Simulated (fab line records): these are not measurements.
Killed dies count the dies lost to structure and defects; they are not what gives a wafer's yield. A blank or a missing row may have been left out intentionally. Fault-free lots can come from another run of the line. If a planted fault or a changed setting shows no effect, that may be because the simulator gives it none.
Commonality check across tools || flow sky130 || Sample size 12 lots and 45 wafers

WHY IT WAS OPENED
SKY_VIA4_RS_MEAS_19, reading VIA4_W_RS: flagged on 3 of 12 lots. Fault-free wafers read 0.2263 ohm/sq, with a standard deviation of 0.0023.
Rule: a lot is flagged when every wafer of it that has a number lies more than 4 standard deviations from that mean, or none has a number. As for the other lots, they are considered sound.

{"lot": "L144", "measured": "day 42 22:46", "on": "film metro-04", "VIA4_W_RS (ohm/sq), wafer by wafer": "0.1127 0.1124 0.1115 0.1124 0.1122 0.1115", "flag": "FLAGGED"}
{"lot": "L145", "measured": "day 43 13:40", "on": "film metro-03", "VIA4_W_RS (ohm/sq), wafer by wafer": "0.1128 0.1133 0.1131 0.1127 0.1129 0.1130", "flag": "FLAGGED"}
{"lot": "L146", "measured": "day 43 17:05", "on": "film metro-03", "VIA4_W_RS (ohm/sq), wafer by wafer": "0.1127 0.1142 0.1136 0.1130 0.1142 0.1134", "flag": "FLAGGED"}
{"lot": "L156", "measured": "day 46 10:16", "on": "film metro-03", "VIA4_W_RS (ohm/sq), wafer by wafer": "0.2266 0.2229 0.2238", "flag": ""}
{"lot": "L157", "measured": "day 46 14:14", "on": "film metro-04", "VIA4_W_RS (ohm/sq), wafer by wafer": "0.2266 0.2255 0.2258", "flag": ""}
{"lot": "L158", "measured": "day 46 22:04", "on": "film metro-02", "VIA4_W_RS (ohm/sq), wafer by wafer": "0.2270 0.2273 0.2279", "flag": ""}
{"lot": "L159", "measured": "day 47 07:37", "on": "film metro-04", "VIA4_W_RS (ohm/sq), wafer by wafer": "0.2256 0.2261 0.2245", "flag": ""}
{"lot": "L160", "measured": "day 47 08:56", "on": "film metro-04", "VIA4_W_RS (ohm/sq), wafer by wafer": "0.2248 0.2270 0.2260", "flag": ""}
{"lot": "L162", "measured": "day 47 20:17", "on": "film metro-03", "VIA4_W_RS (ohm/sq), wafer by wafer": "0.2261 0.2257 0.2276", "flag": ""}
{"lot": "L164", "measured": "day 48 02:15", "on": "film metro-04", "VIA4_W_RS (ohm/sq), wafer by wafer": "0.2231 0.2261 0.2241", "flag": ""}
{"lot": "L166", "measured": "day 48 20:55", "on": "film metro-03", "VIA4_W_RS (ohm/sq), wafer by wafer": "0.2273 0.2261 0.2250", "flag": ""}
{"lot": "L167", "measured": "day 49 05:35", "on": "film metro-04", "VIA4_W_RS (ohm/sq), wafer by wafer": "0.2221 0.2239 0.2233", "flag": ""}
The numbers of the flagged lots are 0.1129 ohm/sq on average: -0.1134 ohm/sq against the usual, or -49 standard deviations.

TOOL THAT RAN EACH LOT
The record holds 3 process steps before the reading, out of a route of 708 steps. Every cell lists first the tool, next ch and the chambers used by the sampled wafers, and last the start.
{"lot": "L144", "flag": "FLAGGED", "SKY_VIA3_CVD_21": "cvd w-02 ch 0,1, day 39 17:04", "SKY_METAL4_ETCH_17": "rie diel-04 ch 1,2,3, day 41 20:23", "SKY_VIA4_CVD_18": "cvd w-01 ch 0,1, day 42 22:16"}
{"lot": "L145", "flag": "FLAGGED", "SKY_VIA3_CVD_21": "cvd w-01 ch 0,1, day 40 09:37", "SKY_METAL4_ETCH_17": "rie diel-04 ch 1,3, day 42 11:47", "SKY_VIA4_CVD_18": "cvd w-02 ch 0,1, day 43 13:10"}
{"lot": "L146", "flag": "FLAGGED", "SKY_VIA3_CVD_21": "cvd w-01 ch 0,1, day 40 12:55", "SKY_METAL4_ETCH_17": "rie diel-04 ch 2,3, day 42 15:10", "SKY_VIA4_CVD_18": "cvd w-02 ch 0,1, day 43 16:37"}
{"lot": "L156", "flag": "", "SKY_VIA3_CVD_21": "cvd w-02 ch 0,1, day 43 12:58", "SKY_METAL4_ETCH_17": "rie diel-01 ch 0,1, day 45 11:16", "SKY_VIA4_CVD_18": "cvd w-02 ch 0,1, day 46 10:06"}
{"lot": "L157", "flag": "", "SKY_VIA3_CVD_21": "cvd w-02 ch 0, day 43 18:08", "SKY_METAL4_ETCH_17": "rie diel-02 ch 0,2, day 45 14:48", "SKY_VIA4_CVD_18": "cvd w-02 ch 0,1, day 46 14:04"}
{"lot": "L158", "flag": "", "SKY_VIA3_CVD_21": "cvd w-02 ch 0,1, day 44 02:52", "SKY_METAL4_ETCH_17": "rie diel-01 ch 1,2, day 45 23:02", "SKY_VIA4_CVD_18": "cvd w-02 ch 0,1, day 46 21:55"}
{"lot": "L159", "flag": "", "SKY_VIA3_CVD_21": "cvd w-02 ch 0,1, day 44 11:46", "SKY_METAL4_ETCH_17": "rie diel-01 ch 0,3, day 46 07:55", "SKY_VIA4_CVD_18": "cvd w-02 ch 0,1, day 47 07:29"}
{"lot": "L160", "flag": "", "SKY_VIA3_CVD_21": "cvd w-02 ch 0,1, day 44 14:02", "SKY_METAL4_ETCH_17": "rie diel-01 ch 0,3, day 46 09:57", "SKY_VIA4_CVD_18": "cvd w-02 ch 0,1, day 47 08:45"}
{"lot": "L162", "flag": "", "SKY_VIA3_CVD_21": "cvd w-02 ch 0,1, day 45 03:25", "SKY_METAL4_ETCH_17": "rie diel-02 ch 0,2,3, day 46 22:53", "SKY_VIA4_CVD_18": "cvd w-02 ch 0,1, day 47 20:08"}
{"lot": "L164", "flag": "", "SKY_VIA3_CVD_21": "cvd w-02 ch 0,1, day 45 07:50", "SKY_METAL4_ETCH_17": "rie diel-04 ch 0,1,3, day 47 03:22", "SKY_VIA4_CVD_18": "cvd w-01 ch 0,1, day 48 02:05"}
{"lot": "L166", "flag": "", "SKY_VIA3_CVD_21": "cvd w-02 ch 0,1, day 46 05:37", "SKY_METAL4_ETCH_17": "rie diel-01 ch 1,2, day 48 00:05", "SKY_VIA4_CVD_18": "cvd w-02 ch 0,1, day 48 20:46"}
{"lot": "L167", "flag": "", "SKY_VIA3_CVD_21": "cvd w-02 ch 0,1, day 46 15:22", "SKY_METAL4_ETCH_17": "rie diel-04 ch 1,2, day 48 09:46", "SKY_VIA4_CVD_18": "cvd w-01 ch 0, day 49 05:26"}
What these steps do:
- SKY_VIA3_CVD_21: deposits W, target thk 390 nm, time 117.31 s.
- SKY_METAL4_ETCH_17: etches SiO2 in C4F8/O2/Ar, stops on TiN, time 3.9 s, target depth 15 nm.
- SKY_VIA4_CVD_18: deposits W, target thk 505 nm, time 152.14 s.
- SKY_VIA4_RS_MEAS_19: measures by four-point-probe.

FLAGGED OVER TOTAL, TOOL BY TOOL (the gauges that took the reading come last)
{"step": "SKY_VIA3_CVD_21", "tool": "cvd w-01", "lots run": 2, "flagged": 2, "share of the flagged lots": "some", "sound lots run after its first flagged lot": 0}
{"step": "SKY_VIA3_CVD_21", "tool": "cvd w-02", "lots run": 10, "flagged": 1, "share of the flagged lots": "some", "sound lots run after its first flagged lot": "9 (L156,L157,L158,L159,L160,L162,L164,L166,L167)"}
{"step": "SKY_METAL4_ETCH_17", "tool": "rie diel-01", "lots run": 5, "flagged": 0, "share of the flagged lots": "none", "sound lots run after its first flagged lot": "-"}
{"step": "SKY_METAL4_ETCH_17", "tool": "rie diel-02", "lots run": 2, "flagged": 0, "share of the flagged lots": "none", "sound lots run after its first flagged lot": "-"}
{"step": "SKY_METAL4_ETCH_17", "tool": "rie diel-04", "lots run": 5, "flagged": 3, "share of the flagged lots": "all", "sound lots run after its first flagged lot": "2 (L164,L167)"}
{"step": "SKY_VIA4_CVD_18", "tool": "cvd w-01", "lots run": 3, "flagged": 1, "share of the flagged lots": "some", "sound lots run after its first flagged lot": "2 (L164,L167)"}
{"step": "SKY_VIA4_CVD_18", "tool": "cvd w-02", "lots run": 9, "flagged": 2, "share of the flagged lots": "some", "sound lots run after its first flagged lot": "7 (L156,L157,L158,L159,L160,L162,L166)"}
{"step": "SKY_VIA4_RS_MEAS_19", "tool": "film metro-02", "lots run": 1, "flagged": 0, "share of the flagged lots": "none", "sound lots run after its first flagged lot": "-"}
{"step": "SKY_VIA4_RS_MEAS_19", "tool": "film metro-03", "lots run": 5, "flagged": 2, "share of the flagged lots": "some", "sound lots run after its first flagged lot": "3 (L156,L162,L166)"}
{"step": "SKY_VIA4_RS_MEAS_19", "tool": "film metro-04", "lots run": 6, "flagged": 1, "share of the flagged lots": "some", "sound lots run after its first flagged lot": "5 (L157,L159,L160,L164,L167)"}

WHAT THE TABLE ALLOWS
1 row of the table ran every flagged lot: rie diel-04 at SKY_METAL4_ETCH_17.
- rie diel-04 at SKY_METAL4_ETCH_17 ran 5 lots, 3 of them flagged. Lots that were sound ran on it after the first flagged one (L164, L167); a persistent fault on the entire tool would not allow that.
Every row of the table either missed a flagged lot or ran a sound lot after the first.

WHAT HAD BEEN PUT IN BY THE SIMULATOR
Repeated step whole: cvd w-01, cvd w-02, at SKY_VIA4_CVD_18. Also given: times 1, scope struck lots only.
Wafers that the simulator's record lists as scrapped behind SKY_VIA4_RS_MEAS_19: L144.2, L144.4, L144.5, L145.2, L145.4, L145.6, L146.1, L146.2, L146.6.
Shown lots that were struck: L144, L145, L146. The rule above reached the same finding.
